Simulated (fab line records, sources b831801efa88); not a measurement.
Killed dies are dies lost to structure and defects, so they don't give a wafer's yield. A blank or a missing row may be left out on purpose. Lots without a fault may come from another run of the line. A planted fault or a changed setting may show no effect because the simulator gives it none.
fab line records | flow gf180mcu
record lots=12 wafers=36 last_day=34
route steps=602 shown M4@473 V4@481 V5@543
lots that met no fault: from a run of the same line without faults
start_h: hours from the record's first day to the start of the lot's first wafer shown | wait_h: hours since the lot's step before | " the same as in the row above | L1.1+2: a row that stands for several wafers | - no value, or no start given | * or withheld: withheld | < > ~ a bound
route shown NAME@n: a module of which the file shows steps, and the number in the route of the first | usual: mean/standard deviation of fault-free wafers | same: alike in all rows | chamber/n: place in a boat | sites: the reading at each site | _std_site: their standard deviation | _edge_site: outer sites' mean less inner sites' | radius_mm: how far each site lies from the wafer's centre | mask NAME#n: copy n | behind: the tool/chamber that last shaped the wafer | hold: why the lot was held/for how many hours/how that ended | device: the transistor (n, p or np) that didn't switch | end of line: the same wafers' tests at the end of the route | a step without rows: its recipe alone | killed: dies lost to structure and defects at the first sort, not the wafer's yield | map: a wafer's dies, x killed, . not, _ none there
set.NAME: the setting as run; set.NAME@STEP: as run at that earlier step | model.NAME: the simulator's own value behind a step, which no gauge read
steps of the route over a sample of lots; a table a step, a row a wafer
services: from which hour (start_h, from the record's first day; less than 0 if before it) a tool's chamber was out of use, for how many hours, and why
## steps
# step GF_M4_STRIP_17
# recipe chemistry=O2/N2 power_w=1400 pressure_mtorr=1500 platen_temp_c=250 o2_flow_sccm=3000 n2_flow_sccm=300 overash_fraction=0.5
# usual chamber_pressure_mTorr=1500.1/1.3 drypump_motor_current_A=5.63/0.29 heater_power_w=344/52 oes_product_au=0.538/0.0051 strip_time_to_endpoint_s=7.40/0.047
# columns lot.wafer tool chamber start_h wait_h chamber_pressure_mTorr drypump_motor_current_A heater_power_w oes_product_au rf_hours_counter_h strip_time_to_endpoint_s
L608.1 plasma_asher-02 0 537.73 0.1 1500.9 5.75 290 0.537 11 7.40
L608.2 " 1 " " 1500.2 5.46 414 0.548 11 7.46
L608.4 " 1 " " 1497.5 5.49 416 0.534 - 7.42
L610.2 plasma_asher-01 1 555.52 0.1 1498.7 5.26 338 0.548 44 7.35
L610.4 " 0 " " 1498.8 6.11 267 0.544 - 7.38
L610.5 " 0 " " 1499.7 6.13 263 0.532 - 7.33
L611.1 plasma_asher-03 0 566.77 0.1 1499.4 5.98 357 0.539 82 7.49
L611.3 " 1 " " 1501.4 5.28 341 0.542 - 7.43
L611.4 " 0 " " 1500.6 6.01 372 0.535 - 7.43
L612.1 plasma_asher-03 0 572.93 0.1 1499.7 6.01 360 0.531 82 7.37
L612.4 " 1 " " 1501.2 5.27 345 0.538 - 7.37
L612.6 " 1 " " 1499.8 5.25 338 0.533 - 7.35
L614.1 plasma_asher-02 1 594.03 0.1 1499.2 5.45 411 0.540 17 7.48
L614.2 " 0 " " 1500.5 5.76 292 0.535 17 7.36
L614.6 " 0 " " 1498.7 5.77 296 0.544 - 7.49
L617.1 plasma_asher-02 1 615.82 0.1 1502.0 5.50 413 0.539 20 7.42
L617.3 " 0 " " 1501.0 5.75 291 0.548 - 7.44
L617.4 " 1 " " 1497.2 5.48 417 0.537 - 7.37
L618.1 plasma_asher-02 1 626.42 0.1 1499.0 5.46 428 0.545 21 7.41
L618.2 " 0 " " 1498.8 5.76 293 0.533 21 7.45
L618.3 " 1 " " 1499.9 5.46 408 0.544 - 7.38
L619.1 plasma_asher-03 1 627.86 0.2 1497.1 5.28 350 0.537 89 7.31
L619.3 " 1 " " 1499.5 5.26 348 0.537 - 7.34
L619.5 " 0 " " 1499.3 6.00 363 0.543 - 7.32
L621.1 plasma_asher-01 1 645.78 0.1 1499.6 5.25 328 0.538 51 7.40
L621.3 " 0 " " 1499.4 6.11 267 0.536 - 7.37
L621.6 " 0 " " 1501.0 6.08 269 0.540 - 7.42
L623.3 plasma_asher-03 0 658.52 0.1 1497.0 6.05 375 0.538 - 7.46
L623.4 " 1 " " 1501.8 5.27 346 0.542 - 7.42
L623.6 " 1 " " 1501.3 5.28 351 0.538 - 7.49
L630.2 plasma_asher-01 1 702.51 0.2 1501.6 5.26 324 0.536 56 7.44
L630.4 " 0 " " 1500.8 6.10 262 0.539 - 7.44
L630.5 " 0 " " 1499.4 6.13 277 0.542 - 7.44
L631.2 plasma_asher-02 1 709.28 0.1 1498.9 5.47 421 0.530 29 7.33
L631.4 " 0 " " 1498.7 5.76 287 0.538 - 7.37
L631.6 " 1 " " 1500.6 5.50 414 0.531 - 7.36
# step GF_V4_BOW_MEAS_05
# recipe mode=bow
# usual V4_BOW=134/7.7
# columns lot.wafer tool chamber start_h wait_h V4_BOW[um]
L608.1 film_metro-03 - 538.82 0.1 136
L608.2 " - " " 139
L608.4 " - " " 132
L610.2 film_metro-04 - 556.63 0.3 130
L610.4 " - " " 138
L610.5 " - " " 127
L611.1 film_metro-01 - 567.86 0.1 143
L611.3 " - " " 147
L611.4 " - " " 138
L612.1 film_metro-04 - 574.03 0.2 129
L612.4 " - " " 125
L612.6 " - " " 136
L614.1 film_metro-03 - 595.22 0.2 142
L614.2 " - " " 143
L614.6 " - " " 137
L617.1 film_metro-03 - 616.91 0.2 138
L617.3 " - " " 140
L617.4 " - " " 137
L618.1 film_metro-03 - 627.52 0.2 128
L618.2 " - " " 137
L618.3 " - " " 146
L619.1 film_metro-01 - 628.96 0.1 140
L619.3 " - " " 142
L619.5 " - " " 135
L621.1 film_metro-04 - 646.88 0.2 129
L621.3 " - " " 111
L621.6 " - " " 128
L623.3 film_metro-03 - 659.65 0.2 139
L623.4 " - " " 144
L623.6 " - " " 141
L630.2 film_metro-04 - 703.70 0.2 137
L630.4 " - " " 131
L630.5 " - " " 138
L631.2 film_metro-04 - 710.40 0.1 132
L631.4 " - " " 135
L631.6 " - " " 124
# step GF_V5_THK_MEAS_03
# recipe reads=SiO2_of_V5_CVD_02
# usual V5_CVD_02_THK=1450/19
# columns lot.wafer tool chamber start_h wait_h V5_CVD_02_THK[nm]
L608.1 film_metro-03 - 607.65 0.1 1444
L608.2 " - " " 1424
L608.4 " - " " 1449
L610.2 film_metro-04 - 624.35 0.1 1473
L610.4 " - " " 1465
L610.5 " - " " 1468
L611.1 film_metro-03 - 634.23 0.1 1445
L611.3 " - " " 1444
L611.4 " - " " 1479
L612.1 film_metro-02 - 640.63 0.1 1440
L612.4 " - " " 1457
L612.6 " - " " 1462
L614.1 film_metro-04 - 658.27 0.1 1430
L614.2 " - " " 1433
L614.6 " - " " 1476
L617.1 film_metro-02 - 687.96 0.1 1439
L617.3 " - " " 1423
L617.4 " - " " 1449
L618.1 film_metro-02 - 689.57 0.1 1415
L618.2 " - " " 1407
L618.3 " - " " 1413
L619.1 film_metro-02 - 690.22 0.2 1440
L619.3 " - " " 1436
L619.5 " - " " 1457
L621.1 film_metro-02 - 706.77 0.1 1432
L621.3 " - " " 1420
L621.6 " - " " 1471
L623.3 film_metro-02 - 719.00 0.1 1436
L623.4 " - " " 1467
L623.6 " - " " 1455
L630.2 film_metro-04 - 758.76 0.1 1434
L630.4 " - " " 1449
L630.5 " - " " 1433
L631.2 film_metro-04 - 765.00 0.1 1447
L631.4 " - " " 1475
L631.6 " - " " 1487
# step GF_V5_CMP_04
# recipe material=SiO2 down_force_psi=4 platen_rpm=60 pad_velocity_m_s=0.94248
# usual head_pressure_psi=4.000/0.0095 motor_current_A=11.7/1.2
# columns lot.wafer tool chamber start_h wait_h head_pressure_psi motor_current_A
L608.4 cmp-02 3 607.71 0.0 3.996 13.1
L608.1 " 0 " " 3.991 13.1
L608.2 " 2 " " 3.991 12.3
L610.2 cmp-01 0 624.40 0.0 3.985 11.8
L610.4 " 1 " " 3.996 12.8
L610.5 " 0 " " 4.002 11.7
L611.4 cmp-02 2 634.34 0.1 4.007 12.4
L611.3 " 3 " " 3.995 12.3
L611.1 " 0 " " 3.990 13.4
L612.4 cmp-02 3 640.74 0.1 3.995 12.8
L612.1 " 1 " " 4.006 9.9
L612.6 " 2 " " 4.017 12.7
L614.2 cmp-01 3 658.44 0.2 3.994 10.2
L614.1 " 1 " " 3.997 12.7
L614.6 " 2 " " 3.992 10.6
L617.4 cmp-01 3 688.13 0.1 4.003 10.2
L617.1 " 0 " " 3.994 12.4
L617.3 " 1 " " 3.997 12.4
L618.2 cmp-01 0 689.63 0.0 3.996 12.2
L618.3 " 1 " " 4.008 12.5
L618.1 " 3 " " 3.988 10.5
L619.1 cmp-01 0 690.28 0.1 3.996 12.3
L619.3 " 1 " " 3.977 12.8
L619.5 " 0 " " 4.014 11.7
L621.3 cmp-01 2 706.83 0.0 3.989 11.4
L621.1 " 3 " " 3.995 10.2
L621.6 " 3 " " 4.008 10.2
L623.4 cmp-01 1 719.04 0.0 4.020 12.9
L623.3 " 0 " " 4.000 11.9
L623.6 " 1 " " 4.000 12.7
L630.4 cmp-02 3 758.91 0.1 4.016 12.2
L630.2 " 0 " " 4.006 13.3
L630.5 " 1 " " 3.983 10.6
L631.4 cmp-02 1 765.50 0.5 3.985 9.8
L631.2 " 3 " " 4.002 12.7
L631.6 " 0 " " 4.010 13.1
# step GF_V5_ETCH_17
# recipe chemistry=C4F8/O2/Ar mask_material=KrF target=SiO2 stop_on=TiN source_w=1500 bias_w=1200 pressure_mtorr=40 c4f8_flow_sccm=withheld O2_flow_sccm=6 Ar_flow_sccm=300 time_s=withheld target_depth_a=8550
# usual chamber_pressure_mTorr=40.00/0.037 oes_product_au=0.859/0.0045 rf_fwd_power_W=1493/4.4
# columns lot.wafer tool chamber start_h wait_h chamber_pressure_mTorr oes_product_au rf_fwd_power_W
L608.1 rie_diel-02 3 - - 39.95 0.853 1485
L608.2 " 2 " " 40.02 0.860 1496
L608.4 " 1 " " 40.00 0.861 1488
L610.2 rie_diel-04 3 - - 39.99 0.861 1496
L610.4 " 3 " " 39.99 0.863 1499
L610.5 " 2 " " 40.02 0.863 1487
L611.1 rie_diel-01 1 - - 40.07 0.856 1491
L611.3 " 0 " " 39.98 0.849 1503
L611.4 " 2 " " 40.04 0.850 1497
L612.1 rie_diel-01 1 - - 40.02 0.861 1495
L612.4 " 2 " " 40.06 0.856 1496
L612.6 " 0 " " 40.01 0.864 1500
L614.1 rie_diel-02 1 - - 40.01 0.856 1500
L614.2 " 2 " " 39.98 0.857 1488
L614.6 " 2 " " 39.99 0.846 1490
L617.1 rie_diel-01 3 - - 39.94 0.858 1495
L617.3 " 1 " " 39.99 0.854 1489
L617.4 " 0 " " 39.98 0.858 1501
L618.1 rie_diel-01 0 - - 39.96 0.857 1494
L618.2 " 1 " " 39.96 0.857 1489
L618.3 " 3 " " 39.93 0.856 1491
L619.1 rie_diel-02 2 - - 40.03 0.860 1486
L619.3 " 2 " " 39.97 0.855 1492
L619.5 " 1 " " 39.98 0.860 1495
L621.1 rie_diel-01 1 - - 39.98 0.866 1489
L621.3 " 0 " " 40.02 0.816 1487
L621.6 " 1 " " 39.98 0.859 1495
L623.3 rie_diel-02 2 - - 39.97 0.821 1486
L623.4 " 0 " " 39.90 0.805 1499
L623.6 " 1 " " 40.02 0.857 1497
L630.2 rie_diel-01 2 - - 39.98 0.856 1495
L630.4 " 0 " " 40.05 0.864 1497
L630.5 " 3 " " 39.96 0.864 1496
L631.2 rie_diel-01 0 - - 39.97 0.860 1499
L631.4 " 1 " " 40.03 0.859 1494
L631.6 " 3 " " 39.97 0.865 1488
## services
# columns tool chamber start_h hours kind
cmp-02 - 535.24 0.2 repair
plasma_asher-02 - 540.91 4.0 repair
rie_diel-01 3 557.49 4.1 repair
cmp-01 - 572.15 4.0 pm
plasma_asher-01 - 585.26 4.3 pm
cmp-02 - 587.59 5.0 pm
plasma_asher-01 - 602.21 15.6 pm
cmp-01 - 635.06 6.6 pm
rie_diel-01 2 644.61 2.0 repair
cmp-02 - 646.86 0.6 repair
cmp-02 - 649.98 0.5 repair
cmp-02 - 655.02 5.7 repair
rie_diel-02 0 675.32 15.2 repair
cmp-02 - 694.92 1.9 repair
rie_diel-02 3 702.21 9.7 repair
cmp-02 - 721.70 1.5 repair
rie_diel-01 2 722.36 6.9 repair
cmp-02 - 744.20 4.0 pm
rie_diel-02 0 746.84 14.1 repair
cmp-01 - 748.35 22.9 pm
rie_diel-02 3 765.40 14.8 repair
plasma_asher-03 - 767.43 1.2 repair
rie_diel-01 1 769.14 8.8 repair
cmp-02 - 775.86 15.6 pm
## key
first_sign step=GF_V5_ETCH_17 reading=oes_product_au direction=down sigmas=10 usual=0.859 struck=0.814
effect none on later readings
met_at GF_V5_CMP_04
struck_lots L621,L623
struck_wafers L621.3,L623.3,L623.4
not_acting_at GF_M4_STRIP_17,GF_V4_BOW_MEAS_05,GF_V5_THK_MEAS_03
onset_between 690.28 706.83
fault kind=process_parameter_drift tool=cmp-01 chamber=- onset_h=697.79 steps=GF_V5_CMP_04 channel=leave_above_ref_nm offset=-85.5 shape=step end_h=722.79 scope=struck_wafers_only acts_in=these_recipes_only stated=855
